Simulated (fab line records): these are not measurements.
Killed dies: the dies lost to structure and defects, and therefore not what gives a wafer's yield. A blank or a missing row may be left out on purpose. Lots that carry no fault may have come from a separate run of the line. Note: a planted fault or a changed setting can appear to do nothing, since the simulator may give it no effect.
fab line records	flow gf180mcu
record lots=24	wafers=72	last_day=34
route steps=602 shown MVPSD@88 CONTACT@305 M2@377 V2@408 V3@454 V5@542
lots with no fault: from the same line, run without faults
start_h: hours from the record's opening day to when the first of the lot's shown wafers began	wait_h: hours from the lot's prior step to this one	" repeats the value in the row above	L1.1+2: one row covering several wafers at once	- no value present, or no start provided	* or withheld: withheld	< > ~ a bound
route shown NAME@n: names a module that has steps shown in the file, with the first one's number in the route	usual: average and standard deviation across the fault-free wafers	same: alike in all rows	chamber/n: place in a boat	sites: the reading at each site	_std_site: their standard deviation	_edge_site: outer sites' mean less inner sites'	radius_mm: for every site, how far away it sits from the centre of the wafer	mask NAME#n: copy n	behind: the last tool/chamber to shape the wafer	hold: what put the lot on hold/how long, in hours/how the hold closed	device: which transistor (n, p or np) failed to switch	end of line: at the end of the route, the tests of the same wafers	a step with no rows: only its recipe	killed: not the wafer's yield, but the dies lost to structure and defects at the first sort	map: a wafer's dies, marking killed ones x, the rest . and places with no die _
set.NAME: the setting as run; set.NAME@STEP: as run at that earlier step	model.NAME: the simulator's own value behind a step, which no gauge read
one table for each step of the route and one row for each wafer, over a sample of lots
services: a tool's chamber out of use, with start hour (start_h, from the record's first day; less than 0 if before it), hours out, and reason
## steps
# step GF_MVPSD_STRIP_10
# recipe chemistry=O2/N2	power_w=1400	pressure_mtorr=1500	platen_temp_c=250	o2_flow_sccm=3000	n2_flow_sccm=300	overash_fraction=0.5
# usual chamber_pressure_mTorr=1499.9/1.4	drypump_motor_current_A=5.96/0.18	heater_power_w=358/26	oes_product_au=0.722/0.0045	strip_time_to_endpoint_s=36.95/0.11
lot.wafer	tool	chamber	start_h	wait_h	chamber_pressure_mTorr	drypump_motor_current_A	heater_power_w	oes_product_au	rf_hours_counter_h	strip_time_to_endpoint_s
L074.1	plasma_asher-04	1	97.94	0.1	1498.2	5.95	393	0.720	45	36.82
L074.5	"	0	"	"	1500.6	5.85	342	0.725	-	36.70
L074.6	"	1	"	"	1498.2	5.97	405	0.723	-	36.73
L075.4	plasma_asher-02	0	102.61	0.1	1500.9	5.92	347	0.724	-	36.89
L075.5	"	0	"	"	1500.5	5.93	341	0.721	-	36.89
L075.6	"	1	"	"	1498.5	6.10	380	0.717	-	36.97
L076.2	plasma_asher-02	1	107.03	0.1	1499.8	6.11	379	0.711	29	36.96
L076.3	"	1	"	"	1500.5	6.08	366	0.721	-	37.11
L076.5	"	1	"	"	1501.5	6.11	372	0.718	-	37.05
L077.1	plasma_asher-02	1	114.29	0.1	1500.1	6.12	372	0.721	30	36.96
L077.3	"	1	"	"	1501.1	6.10	376	0.727	-	36.91
L077.5	"	1	"	"	1501.0	6.10	386	0.723	-	36.97
L078.3	plasma_asher-04	0	121.16	0.1	1500.6	5.88	341	0.723	-	36.88
L078.5	"	0	"	"	1499.3	5.89	332	0.724	-	37.01
L078.6	"	1	"	"	1498.9	5.94	401	0.722	-	36.94
L079.2	plasma_asher-03	0	126.29	0.1	1497.0	5.99	333	0.720	48	36.81
L079.4	"	0	"	"	1501.1	5.97	333	0.722	-	36.92
L079.6	"	1	"	"	1497.6	5.23	292	0.720	-	36.87
L080.2	plasma_asher-02	0	132.93	0.1	1499.3	5.93	342	0.721	32	36.81
L080.5	"	0	"	"	1503.3	5.93	339	0.726	-	36.82
L080.6	"	1	"	"	1500.5	6.11	374	0.726	-	36.86
L081.2	plasma_asher-03	0	137.84	0.1	1501.0	5.97	320	0.719	50	37.02
L081.3	"	0	"	"	1500.5	6.02	330	0.715	-	36.98
L081.6	"	0	"	"	1500.9	6.01	330	0.727	-	37.12
L082.1	plasma_asher-02	1	144.41	0.1	1502.2	6.13	372	0.722	34	37.03
L082.2	"	0	"	"	1499.7	5.92	339	0.726	34	37.07
L082.5	"	0	"	"	1499.0	5.93	336	0.728	-	37.01
L083.2	plasma_asher-02	1	151.29	0.1	1499.1	6.12	382	0.727	34	36.94
L083.3	"	0	"	"	1499.9	5.91	343	0.712	-	37.01
L083.6	"	0	"	"	1499.5	5.90	343	0.734	-	36.88
L084.1	plasma_asher-02	0	157.33	0.1	1501.8	5.92	338	0.719	35	37.03
L084.2	"	1	"	"	1501.0	6.13	375	0.720	35	36.91
L084.3	"	1	"	"	1498.7	6.11	378	0.731	-	36.96
L085.3	plasma_asher-02	1	162.67	0.1	1503.3	6.10	388	0.716	-	36.82
L085.5	"	0	"	"	1500.8	5.93	338	0.719	-	36.81
L085.6	"	1	"	"	1500.1	6.11	362	0.724	-	36.76
L086.1	plasma_asher-04	1	166.79	0.1	1502.3	6.00	387	0.721	52	36.89
L086.2	"	0	"	"	1501.4	5.84	355	0.721	52	36.98
L086.4	"	1	"	"	1501.4	5.96	400	0.712	-	36.76
L087.2	plasma_asher-02	1	173.59	0.1	1499.8	6.09	369	0.719	37	36.99
L087.5	"	1	"	"	1498.5	6.12	380	0.725	-	36.92
L087.6	"	0	"	"	1499.7	5.92	342	0.720	-	37.05
L088.2	plasma_asher-02	1	179.84	0.1	1500.8	6.11	381	0.725	37	36.98
L088.3	"	1	"	"	1498.6	6.11	375	0.726	-	36.99
L088.5	"	0	"	"	1498.5	5.94	336	0.722	-	37.04
L089.1	plasma_asher-02	1	185.93	0.1	1500.0	6.11	378	0.723	38	37.06
L089.2	"	0	"	"	1499.1	5.94	334	0.733	38	36.95
L089.3	"	0	"	"	1500.5	5.92	347	0.725	-	37.03
L090.2	plasma_asher-02	1	194.69	0.1	1500.5	6.10	368	0.722	39	37.09
L090.4	"	0	"	"	1500.8	5.92	341	0.729	-	37.24
L090.5	"	1	"	"	1498.9	6.10	382	0.717	-	37.01
L091.3	plasma_asher-04	0	199.57	0.2	1499.9	5.87	343	0.722	-	36.97
L091.4	"	1	"	"	1498.3	5.98	397	0.726	-	37.03
L091.6	"	1	"	"	1501.3	5.96	395	0.724	-	37.08
L092.2	plasma_asher-02	0	206.78	0.1	1502.1	5.92	344	0.722	39	36.83
L092.4	"	0	"	"	1498.6	5.91	346	0.723	-	36.94
L092.6	"	1	"	"	1499.9	6.10	379	0.716	-	36.88
L093.2	plasma_asher-04	0	210.79	0.1	1500.9	5.84	340	0.723	57	36.98
L093.4	"	1	"	"	1497.8	5.99	413	0.724	-	36.88
L093.5	"	0	"	"	1498.9	5.86	348	0.722	-	37.06
L094.2	plasma_asher-02	0	215.13	0.1	1500.4	5.91	342	0.726	40	37.13
L094.5	"	1	"	"	1497.4	6.11	368	0.719	-	37.07
L094.6	"	0	"	"	1498.5	5.91	338	0.712	-	37.02
L095.1	plasma_asher-02	1	222.83	0.1	1500.9	6.12	380	0.729	41	37.09
L095.3	"	1	"	"	1499.0	6.13	377	0.720	-	37.17
L095.6	"	1	"	"	1497.7	6.13	375	0.724	-	37.12
L096.3	plasma_asher-04	1	228.02	0.1	1499.2	5.97	401	0.722	-	36.94
L096.4	"	0	"	"	1500.3	5.85	340	0.721	-	36.93
L096.6	"	1	"	"	1500.3	5.94	394	0.720	-	37.04
L097.1	plasma_asher-02	0	233.89	0.1	1501.1	5.91	339	0.725	42	36.99
L097.5	"	1	"	"	1500.8	6.11	381	0.708	-	36.91
L097.6	"	0	"	"	1498.5	5.93	347	0.718	-	36.97
# step GF_CONTACT_STRIP_18
# recipe chemistry=O2/N2	power_w=1400	pressure_mtorr=1500	platen_temp_c=250	o2_flow_sccm=3000	n2_flow_sccm=300	overash_fraction=0.5
# usual chamber_pressure_mTorr=1500.0/1.3	drypump_motor_current_A=5.85/0.25	heater_power_w=354/37	oes_product_au=0.580/0.0047
lot.wafer	tool	chamber	start_h	wait_h	chamber_pressure_mTorr	drypump_motor_current_A	heater_power_w	oes_product_au	rf_hours_counter_h
L074.1	plasma_asher-02	0	359.52	-	1500.6	5.90	339	0.581	54
L074.5	"	1	"	"	1498.5	6.11	387	0.583	-
L074.6	"	0	"	"	1499.0	5.91	353	0.589	-
L075.4	plasma_asher-03	0	369.70	-	1501.3	6.04	332	0.579	-
L075.5	"	0	"	"	1498.5	6.06	330	0.587	-
L075.6	"	1	"	"	1499.5	5.25	284	0.583	-
L076.2	plasma_asher-04	1	379.81	-	1502.6	5.96	402	0.577	73
L076.3	"	0	"	"	1502.8	5.84	338	0.577	-
L076.5	"	0	"	"	1499.0	5.85	342	0.578	-
L077.1	plasma_asher-03	1	391.82	-	1498.8	5.26	291	0.588	77
L077.3	"	0	"	"	1499.2	6.01	333	0.579	-
L077.5	"	1	"	"	1499.9	5.24	284	0.576	-
L078.3	plasma_asher-03	1	400.65	-	1501.4	5.31	289	0.580	-
L078.5	"	0	"	"	1502.0	6.01	340	0.578	-
L078.6	"	1	"	"	1501.6	5.22	295	0.580	-
L079.2	plasma_asher-04	1	407.01	-	1499.6	5.94	393	0.576	76
L079.4	"	1	"	"	1500.6	5.93	392	0.586	-
L079.6	"	1	"	"	1499.9	5.97	406	0.577	-
L080.2	plasma_asher-04	1	414.42	-	1501.4	5.97	401	0.580	77
L080.5	"	1	"	"	1503.7	5.97	404	0.582	-
L080.6	"	0	"	"	1500.1	5.89	344	0.575	-
L081.2	plasma_asher-04	0	424.61	-	1502.9	5.85	334	0.574	78
L081.3	"	0	"	"	1501.6	5.87	348	0.583	-
L081.6	"	1	"	"	1497.4	5.94	396	0.579	-
L082.1	plasma_asher-04	0	434.52	-	1498.3	5.86	347	0.583	79
L082.2	"	1	"	"	1500.6	5.95	398	0.584	79
L082.5	"	1	"	"	1501.0	5.97	403	0.583	-
L083.2	plasma_asher-02	1	441.55	-	1498.4	6.12	376	0.587	62
L083.3	"	1	"	"	1499.2	6.11	375	0.582	-
L083.6	"	0	"	"	1499.7	5.90	340	0.583	-
L084.1	plasma_asher-03	1	453.95	-	1498.4	5.29	280	0.575	2
L084.2	"	0	"	"	1499.2	5.98	349	0.581	2
L084.3	"	0	"	"	1498.4	6.01	353	0.579	-
L085.3	plasma_asher-02	0	465.24	-	1498.9	5.91	346	0.580	-
L085.5	"	1	"	"	1502.9	6.10	372	0.571	-
L085.6	"	0	"	"	1501.5	5.90	341	0.588	-
L086.1	plasma_asher-04	0	469.67	-	1500.0	5.87	340	0.585	83
L086.2	"	1	"	"	1500.9	5.98	414	0.585	83
L086.4	"	0	"	"	1500.9	5.87	348	0.587	-
L087.2	plasma_asher-04	0	476.42	-	1502.1	5.85	335	0.580	84
L087.5	"	1	"	"	1497.9	5.97	406	0.587	-
L087.6	"	0	"	"	1499.8	5.88	339	0.587	-
L088.2	plasma_asher-04	0	487.46	-	1500.5	5.87	351	0.579	85
L088.3	"	0	"	"	1499.4	5.85	347	0.580	-
L088.5	"	1	"	"	1498.7	5.97	389	0.580	-
L089.1	plasma_asher-04	0	496.42	-	1500.0	5.84	339	0.574	87
L089.2	"	1	"	"	1501.9	5.93	400	0.577	87
L089.3	"	1	"	"	1501.0	5.95	393	0.588	-
L090.2	plasma_asher-03	0	504.95	-	1500.0	6.00	348	0.579	9
L090.4	"	0	"	"	1499.1	5.99	352	0.580	-
L090.5	"	0	"	"	1500.0	5.99	348	0.585	-
L091.3	plasma_asher-02	1	513.30	-	1499.1	6.12	379	0.580	-
L091.4	"	0	"	"	1502.6	5.93	346	0.579	-
L091.6	"	1	"	"	1499.3	6.11	370	0.571	-
L092.2	plasma_asher-04	1	526.00	-	1499.6	5.99	410	0.581	90
L092.4	"	1	"	"	1498.8	5.94	407	0.584	-
L092.6	"	1	"	"	1500.3	6.00	394	0.583	-
L093.2	plasma_asher-04	0	527.51	-	1499.7	5.89	347	0.582	90
L093.4	"	0	"	"	1500.0	5.89	343	0.576	-
L093.5	"	0	"	"	1499.7	5.89	341	0.582	-
L094.2	plasma_asher-04	1	534.64	-	1500.3	5.93	400	0.578	91
L094.5	"	0	"	"	1499.1	5.87	333	0.574	-
L094.6	"	1	"	"	1501.9	5.96	398	0.576	-
L095.1	plasma_asher-03	0	544.57	-	1499.2	5.98	349	0.571	13
L095.3	"	0	"	"	1501.8	5.96	346	0.580	-
L095.6	"	1	"	"	1502.1	5.23	283	0.582	-
L096.3	plasma_asher-03	0	549.15	-	1502.6	6.01	343	0.575	-
L096.4	"	1	"	"	1499.8	5.22	285	0.582	-
L096.6	"	1	"	"	1500.4	5.23	284	0.579	-
L097.1	plasma_asher-04	0	557.67	-	1498.7	5.84	350	0.577	93
L097.5	"	1	"	"	1498.4	5.98	410	0.580	-
L097.6	"	0	"	"	1499.5	5.85	343	0.577	-
# step GF_M2_OVL_MEAS_15
# usual M2_OVL=-1/5.1
lot.wafer	tool	chamber	start_h	wait_h	M2_OVL[nm]
L074.1	overlay-01	-	433.97	0.1	3
L074.5	"	-	"	"	10
L074.6	"	-	"	"	2
L075.4	overlay-02	-	444.78	0.1	1
L075.5	"	-	"	"	3
L075.6	"	-	"	"	0
L076.2	overlay-02	-	455.13	0.1	-2
L076.3	"	-	"	"	-6
L076.5	"	-	"	"	-3
L077.1	overlay-02	-	469.47	0.1	8
L077.3	"	-	"	"	-2
L077.5	"	-	"	"	-1
L078.3	overlay-01	-	478.03	0.1	-6
L078.5	"	-	"	"	-2
L078.6	"	-	"	"	-5
L079.2	overlay-01	-	483.42	0.1	1
L079.4	"	-	"	"	-7
L079.6	"	-	"	"	-3
L080.2	overlay-01	-	492.87	0.1	1
L080.5	"	-	"	"	-2
L080.6	"	-	"	"	-5
L081.2	overlay-02	-	502.73	0.1	-1
L081.3	"	-	"	"	-3
L081.6	"	-	"	"	4
L082.1	overlay-01	-	512.23	0.1	-9
L082.2	"	-	"	"	-7
L082.5	"	-	"	"	-9
L083.2	overlay-02	-	519.32	0.1	3
L083.3	"	-	"	"	-1
L083.6	"	-	"	"	5
L084.1	overlay-02	-	529.51	0.1	-3
L084.2	"	-	"	"	-5
L084.3	"	-	"	"	2
L085.3	overlay-01	-	540.38	0.1	-4
L085.5	"	-	"	"	-1
L085.6	"	-	"	"	0
L086.1	overlay-01	-	544.49	0.1	-7
L086.2	"	-	"	"	-14
L086.4	"	-	"	"	-5
L087.2	overlay-02	-	551.02	0.1	0
L087.5	"	-	"	"	-6
L087.6	"	-	"	"	0
L088.2	overlay-02	-	560.87	0.1	3
L088.3	"	-	"	"	-4
L088.5	"	-	"	"	0
L089.1	overlay-02	-	569.31	0.1	-4
L089.2	"	-	"	"	-4
L089.3	"	-	"	"	-4
L090.2	overlay-01	-	577.07	0.1	3
L090.4	"	-	"	"	4
L090.5	"	-	"	"	7
L091.3	overlay-02	-	585.23	0.1	-11
L091.4	"	-	"	"	-4
L091.6	"	-	"	"	-2
L092.2	overlay-01	-	596.98	0.1	-1
L092.4	"	-	"	"	4
L092.6	"	-	"	"	2
L093.2	overlay-01	-	597.33	0.1	-4
L093.4	"	-	"	"	7
L093.5	"	-	"	"	-1
L094.2	overlay-02	-	603.82	0.1	-2
L094.5	"	-	"	"	-8
L094.6	"	-	"	"	-6
L095.1	overlay-02	-	613.27	0.1	7
L095.3	"	-	"	"	4
L095.6	"	-	"	"	11
L096.3	overlay-01	-	617.78	0.1	5
L096.4	"	-	"	"	-1
L096.6	"	-	"	"	2
L097.1	overlay-01	-	626.02	0.1	2
L097.5	"	-	"	"	6
L097.6	"	-	"	"	-5
# step GF_V2_CMP_26
# recipe stop_on=SiO2	down_force_psi=3.5	platen_rpm=60	t_overpolish_s=15	target_thk_nm=0	pad_velocity_m_s=0.94248
# usual motor_current_A=11.0/1.5	overpolish_run_s=15.000/0.0088	time_to_endpoint_s=84.3/2.8
lot.wafer	tool	chamber	start_h	wait_h	motor_current_A	overpolish_run_s	time_to_endpoint_s
L074.1	cmp-02	0	460.86	0.2	10.4	14.989	81.5
L074.5	"	1	"	"	15.5	15.001	83.7
L074.6	"	2	"	"	11.1	14.986	80.1
L075.4	cmp-01	3	472.08	0.1	10.0	14.996	85.6
L075.6	"	1	"	"	10.7	15.005	86.9
L075.5	"	2	"	"	11.0	15.021	85.8
L076.2	cmp-01	2	482.36	0.2	10.3	15.001	84.2
L076.3	"	3	"	"	9.9	15.001	85.3
L076.5	"	1	"	"	10.6	14.986	85.9
L077.1	cmp-01	3	496.17	0.1	10.2	15.016	85.8
L077.3	"	0	"	"	9.9	14.989	86.1
L077.5	"	2	"	"	10.1	14.998	87.2
L078.3	cmp-01	1	504.51	0.1	10.6	15.013	86.7
L078.5	"	0	"	"	10.0	14.987	82.2
L078.6	"	1	"	"	10.7	15.008	82.2
L079.4	cmp-02	2	510.06	0.0	10.6	15.018	82.4
L079.2	"	0	"	"	10.0	14.988	83.9
L079.6	"	2	"	"	10.8	15.000	83.4
L080.2	cmp-02	2	519.05	0.0	11.2	15.010	83.5
L080.6	"	2	"	"	10.7	15.010	81.4
L080.5	"	3	"	"	12.7	14.998	85.0
L081.3	cmp-02	2	529.45	0.1	10.9	14.998	78.9
L081.2	"	0	"	"	9.1	14.993	80.5
L081.6	"	1	"	"	14.3	14.996	82.6
L082.1	cmp-01	3	537.95	0.1	10.8	14.988	80.9
L082.2	"	1	"	"	10.8	14.994	85.6
L082.5	"	0	"	"	9.5	15.013	83.2
L083.2	cmp-02	1	544.25	0.0	14.7	14.999	84.6
L083.3	"	0	"	"	9.3	14.992	84.3
L083.6	"	2	"	"	10.5	15.003	83.3
L084.3	cmp-02	3	555.85	0.0	12.4	15.007	86.2
L084.2	"	0	"	"	10.3	14.997	84.0
L084.1	"	2	"	"	11.1	14.986	87.2
L085.3	cmp-01	3	565.35	0.2	10.6	15.007	81.2
L085.6	"	0	"	"	10.1	15.003	81.2
L085.5	"	1	"	"	11.7	14.989	80.8
L086.1	cmp-01	0	569.01	0.1	10.1	15.004	86.1
L086.4	"	1	"	"	10.7	14.984	85.0
L086.2	"	2	"	"	10.8	14.995	83.0
L087.2	cmp-02	2	575.43	0.0	10.4	14.998	84.8
L087.5	"	2	"	"	11.3	14.993	85.1
L087.6	"	3	"	"	12.1	15.002	84.7
L088.3	cmp-01	0	585.74	0.1	10.0	14.996	85.6
L088.2	"	1	"	"	11.1	15.006	84.8
L088.5	"	2	"	"	10.7	14.989	84.5
L089.2	cmp-01	0	593.80	0.1	10.3	14.999	80.3
L089.1	"	1	"	"	10.5	15.007	80.5
L089.3	"	2	"	"	11.0	15.005	82.0
L090.4	cmp-01	0	600.84	0.1	9.7	15.007	84.6
L090.2	"	1	"	"	10.7	15.002	85.8
L090.5	"	3	"	"	10.2	15.016	84.3
L091.3	cmp-01	2	609.15	0.2	10.2	15.002	77.7
L091.4	"	3	"	"	10.1	14.998	81.6
L091.6	"	1	"	"	11.1	14.994	81.7
L093.2	cmp-02	0	620.90	0.0	9.9	15.005	86.3
L093.4	"	1	"	"	15.2	14.999	90.9
L093.5	"	0	"	"	9.9	15.002	88.2
L092.2	cmp-01	0	621.37	0.0	9.5	15.006	81.0
L092.4	"	2	"	"	10.7	14.992	80.5
L092.6	"	1	"	"	10.8	15.005	81.5
L094.2	cmp-01	1	627.90	0.1	11.0	14.995	82.4
L094.5	"	1	"	"	11.0	14.997	87.5
L094.6	"	2	"	"	10.2	15.009	83.2
L095.3	cmp-02	2	636.13	0.0	11.1	15.015	89.2
L095.1	"	0	"	"	9.6	14.988	87.2
L095.6	"	3	"	"	13.0	15.004	87.0
L096.4	cmp-01	2	640.41	0.1	10.0	15.005	82.8
L096.3	"	3	"	"	10.1	14.987	83.5
L096.6	"	0	"	"	9.7	15.015	87.3
L097.1	cmp-02	2	648.57	0.2	11.1	14.996	87.8
L097.5	"	3	"	"	12.4	14.998	89.5
L097.6	"	0	"	"	9.6	15.002	85.0
# step GF_V3_THK_MEAS_25
# recipe thk_meas_gauge=xrf	reads=W_of_V3_CVD_23
# usual V3_W_THK=355/5.3
lot.wafer	tool	chamber	start_h	wait_h	V3_W_THK[nm]
L074.1	film_metro-03	-	511.99	0.1	364
L074.5	"	-	"	"	361
L074.6	"	-	"	"	362
L075.4	film_metro-03	-	523.13	0.1	349
L075.5	"	-	"	"	353
L075.6	"	-	"	"	349
L076.2	film_metro-03	-	531.85	0.1	355
L076.3	"	-	"	"	352
L076.5	"	-	"	"	357
L077.1	film_metro-03	-	546.09	0.1	354
L077.3	"	-	"	"	347
L077.5	"	-	"	"	353
L078.3	film_metro-01	-	553.29	0.1	356
L078.5	"	-	"	"	362
L078.6	"	-	"	"	360
L079.2	film_metro-01	-	558.35	0.1	357
L079.4	"	-	"	"	356
L079.6	"	-	"	"	351
L080.2	film_metro-04	-	566.88	0.1	351
L080.5	"	-	"	"	355
L080.6	"	-	"	"	352
L081.2	film_metro-03	-	576.90	0.1	348
L081.3	"	-	"	"	351
L081.6	"	-	"	"	351
L082.1	film_metro-03	-	585.13	0.1	346
L082.2	"	-	"	"	353
L082.5	"	-	"	"	345
L083.2	film_metro-03	-	590.76	0.1	346
L083.3	"	-	"	"	348
L083.6	"	-	"	"	346
L084.1	film_metro-04	-	602.09	0.1	348
L084.2	"	-	"	"	350
L084.3	"	-	"	"	355
L085.3	film_metro-03	-	611.18	0.1	348
L085.5	"	-	"	"	348
L085.6	"	-	"	"	343
L086.1	film_metro-03	-	614.58	0.1	352
L086.2	"	-	"	"	352
L086.4	"	-	"	"	352
L087.2	film_metro-04	-	620.80	0.1	362
L087.5	"	-	"	"	357
L087.6	"	-	"	"	358
L088.2	film_metro-03	-	630.20	0.1	352
L088.3	"	-	"	"	354
L088.5	"	-	"	"	355
L089.1	film_metro-03	-	637.45	0.1	359
L089.2	"	-	"	"	356
L089.3	"	-	"	"	358
L090.2	film_metro-03	-	644.77	0.1	354
L090.4	"	-	"	"	356
L090.5	"	-	"	"	351
L091.3	film_metro-01	-	652.70	0.1	355
L091.4	"	-	"	"	359
L091.6	"	-	"	"	352
L093.2	film_metro-04	-	664.46	0.1	350
L093.4	"	-	"	"	355
L093.5	"	-	"	"	355
L092.2	film_metro-01	-	665.25	0.1	366
L092.4	"	-	"	"	366
L092.6	"	-	"	"	365
L094.2	film_metro-01	-	669.54	0.1	363
L094.5	"	-	"	"	368
L094.6	"	-	"	"	365
L095.1	film_metro-01	-	678.05	0.1	351
L095.3	"	-	"	"	356
L095.6	"	-	"	"	360
L096.3	film_metro-01	-	682.82	0.1	360
L096.4	"	-	"	"	364
L096.6	"	-	"	"	364
L097.1	film_metro-03	-	690.19	0.1	351
L097.5	"	-	"	"	354
L097.6	"	-	"	"	354
# step GF_V5_CVD_02
# recipe material=SiO2	target_thk_nm=1450	precursor=TEOS	temp_c=400	time_s=163.28	rf_w=600
# usual heater_power_w=694/100	rf_fwd_power_W=597.5/1.8
lot.wafer	tool	chamber	start_h	wait_h	heater_power_w	rf_fwd_power_W
L074.1	pecvd-04	2	605.31	0.1	578	596.9
L074.5	"	0	"	"	742	597.1
L074.6	"	1	"	"	752	595.7
L075.4	pecvd-03	0	616.11	0.1	727	597.7
L075.5	"	1	"	"	601	595.7
L075.6	"	2	"	"	646	597.4
L076.2	pecvd-01	2	624.33	0.0	850	597.5
L076.3	"	1	"	"	641	600.7
L076.5	"	0	"	"	576	596.0
L077.1	pecvd-03	0	636.20	0.1	760	600.0
L077.3	"	1	"	"	759	596.6
L077.5	"	1	"	"	624	594.6
L078.3	pecvd-04	1	641.63	0.0	611	596.1
L078.5	"	2	"	"	536	596.7
L078.6	"	1	"	"	710	597.8
L079.2	pecvd-03	2	646.51	0.0	742	597.3
L079.4	"	2	"	"	785	595.9
L079.6	"	0	"	"	907	600.1
L080.2	pecvd-04	0	654.74	0.0	720	598.2
L080.5	"	2	"	"	654	599.5
L080.6	"	1	"	"	608	598.5
L081.2	pecvd-01	2	664.04	0.0	766	593.6
L081.3	"	0	"	"	480	600.3
L081.6	"	0	"	"	558	599.3
L082.1	pecvd-04	0	670.98	0.1	801	599.2
L082.2	"	2	"	"	568	595.6
L082.5	"	1	"	"	747	597.9
L083.2	pecvd-01	2	676.58	0.0	729	592.5
L083.3	"	2	"	"	839	594.5
L083.6	"	2	"	"	676	596.6
L084.1	pecvd-04	0	686.66	0.1	669	595.1
L084.2	"	2	"	"	635	597.4
L084.3	"	1	"	"	783	599.7
L085.3	pecvd-03	2	695.19	0.0	801	594.7
L085.5	"	1	"	"	778	597.9
L085.6	"	0	"	"	710	597.6
L086.1	pecvd-01	1	697.84	0.1	669	595.4
L086.2	"	0	"	"	581	596.6
L086.4	"	2	"	"	685	595.5
L087.2	pecvd-01	2	704.69	0.0	720	599.4
L087.5	"	0	"	"	484	593.6
L087.6	"	1	"	"	649	599.8
L088.2	pecvd-03	0	711.33	0.0	856	597.7
L088.3	"	1	"	"	722	597.2
L088.5	"	1	"	"	630	597.6
L089.1	pecvd-04	1	717.96	0.1	750	596.1
L089.2	"	0	"	"	732	594.9
L089.3	"	2	"	"	646	597.2
L090.2	pecvd-03	1	726.04	0.0	798	595.5
L090.4	"	0	"	"	701	598.7
L090.5	"	1	"	"	628	596.5
L091.3	pecvd-03	1	732.44	0.0	731	599.2
L091.4	"	2	"	"	790	598.6
L091.6	"	1	"	"	788	598.0
L093.2	pecvd-04	2	742.29	0.0	626	598.9
L093.4	"	2	"	"	525	599.8
L093.5	"	0	"	"	805	597.9
L092.2	pecvd-04	2	743.87	0.0	578	601.1
L092.4	"	0	"	"	640	599.7
L092.6	"	1	"	"	608	598.8
L094.2	pecvd-01	0	746.68	0.0	560	597.9
L094.5	"	0	"	"	613	599.4
L094.6	"	1	"	"	547	595.4
L095.1	pecvd-01	0	754.91	0.1	579	598.0
L095.3	"	2	"	"	704	597.5
L095.6	"	1	"	"	535	599.2
L096.3	pecvd-01	0	759.39	0.0	487	600.0
L096.4	"	0	"	"	556	597.1
L096.6	"	1	"	"	671	598.3
L097.1	pecvd-03	0	765.93	0.1	903	596.3
L097.5	"	2	"	"	632	596.9
L097.6	"	0	"	"	725	597.9
## services
tool	chamber	start_h	hours	kind
plasma_asher-02	-	77.42	14.6	pm
cmp-01	-	103.14	0.8	repair
plasma_asher-02	-	104.72	0.4	repair
plasma_asher-04	-	129.98	3.1	repair
plasma_asher-04	-	132.55	3.7	repair
cmp-01	-	178.20	0.8	repair
plasma_asher-02	-	195.18	8.5	repair
cmp-01	-	223.72	4.1	repair
plasma_asher-02	-	225.53	2.8	pm
cmp-01	-	232.00	4.0	pm
plasma_asher-02	-	260.85	18.8	repair
plasma_asher-04	-	271.63	3.5	repair
plasma_asher-02	-	276.27	0.8	repair
plasma_asher-02	-	289.55	1.9	repair
plasma_asher-04	-	356.59	5.7	repair
cmp-01	-	398.81	5.2	pm
cmp-01	-	410.39	5.9	pm
plasma_asher-02	-	415.58	7.5	repair
cmp-01	-	438.15	5.3	pm
cmp-01	-	455.98	5.4	repair
plasma_asher-02	-	456.65	4.6	repair
plasma_asher-02	-	507.26	0.9	repair
plasma_asher-02	-	703.89	3.1	repair
plasma_asher-04	-	733.75	9.0	pm
## key
fault none
